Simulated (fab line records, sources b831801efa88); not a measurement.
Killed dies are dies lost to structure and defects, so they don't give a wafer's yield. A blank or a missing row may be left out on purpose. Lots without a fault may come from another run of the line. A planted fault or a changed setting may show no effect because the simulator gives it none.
One fault seen from 2 desks | flow gf180mcu | each desk has only its own numbers; what lay behind them comes last

THE METROLOGY DESK
What the gauges read, lot by lot, whatever tool the lot ran on: means of the sampled wafers that have a number. A lot is out of limits, marked OUT, if its mean lies more than 4 standard deviations from the usual mean; the brackets give that distance.
Columns: A = STI_OXIDATION_THK at GF_STI_THK_MEAS_02, usual 10.13 nm; B = STI_CVD_23_THK at GF_STI_THK_MEAS_24, usual 646 nm; C = cd_nm at GF_HV_LDD_CD_MEAS_07, usual 400.5 nm; D = HV_LDD_TW at GF_HV_LDD_TW_MEAS_11, usual 2393
lot  | first seen here | A     | B   | C                | D
L930 | day 1 12:47     | 10.26 | 654 | 396.8            | 2388
L931 | day 1 16:31     | 10.10 | 635 | 403.1            | 2400
L932 | day 1 22:26     | 9.92  | 656 | 404.8            | 2389
L933 | day 2 02:40     | 10.11 | 643 | 404.2            | 2397
L934 | day 2 07:46     | 10.12 | 645 | 405.6            | 2389
L935 | day 2 12:31     | 10.15 | 653 | 400.3            | 2385
L936 | day 2 18:41     | 10.42 | 663 | 401.9            | 2384
L943 | day 4 04:37     | 9.99  | 648 | 386.0 (-5.0) OUT | 2415
L945 | day 4 14:58     | 9.90  | 640 | 388.8 (-4.0) OUT | 2390
L946 | day 4 19:57     | 10.07 | 654 | 395.7            | 2390
L947 | day 5 00:31     | 10.51 | 637 | 397.2            | 2380
L949 | day 5 10:31     | 10.28 | 641 | 401.5            | 2378
L951 | day 5 20:31     | 10.05 | 646 | 400.6            | 2398
L952 | day 6 02:55     | 10.39 | 657 | 398.9            | 2409
This desk's finding: out of limits on L943, L945; first on L943, day 13 15:55 (cd_nm at GF_HV_LDD_CD_MEAS_07). In limits: L930, L931, L932, L933, L934, L935, L936, L946, L947, L949, L951, L952.

THE TOOL OWNER'S DESK: litho_track-03
The tool's own readings at GF_HV_LDD_DEVELOP_06 (develop time 60 s): means of the sampled wafers that have a number, for each lot that ran on this tool. A lot is out of limits, marked OUT, if its mean lies more than 4 standard deviations from the usual mean; the brackets give that distance.
Columns: A = chill_plate_temp_C at GF_HV_LDD_DEVELOP_06, usual 23.01 C
lot  | first seen here | A
L932 | day 10 14:53    | 23.00
L935 | day 11 07:29    | 22.93
L936 | day 11 14:44    | 23.05
L943 | day 13 15:45    | 22.78
L945 | day 14 10:57    | 23.13
This desk's finding: nothing out of limits on any of the 5 lots.

PUT TOGETHER
The metrology desk could have raised an alarm at day 13 15:55, on L943, L945.
The tool owner's desk saw nothing out of limits.
The tool owner's desk has L943, L945 on record, within its limits.
Of the lots named, all ran GF_HV_LDD_DEVELOP_06 on litho_track-03.

WHAT THE SIMULATOR HAD PUT IN
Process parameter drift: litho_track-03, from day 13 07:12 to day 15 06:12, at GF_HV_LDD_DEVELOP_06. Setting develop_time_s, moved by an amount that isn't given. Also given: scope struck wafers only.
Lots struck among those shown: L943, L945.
Hours from the fault's start to each desk's first reading out of limits: the metrology desk, 9.
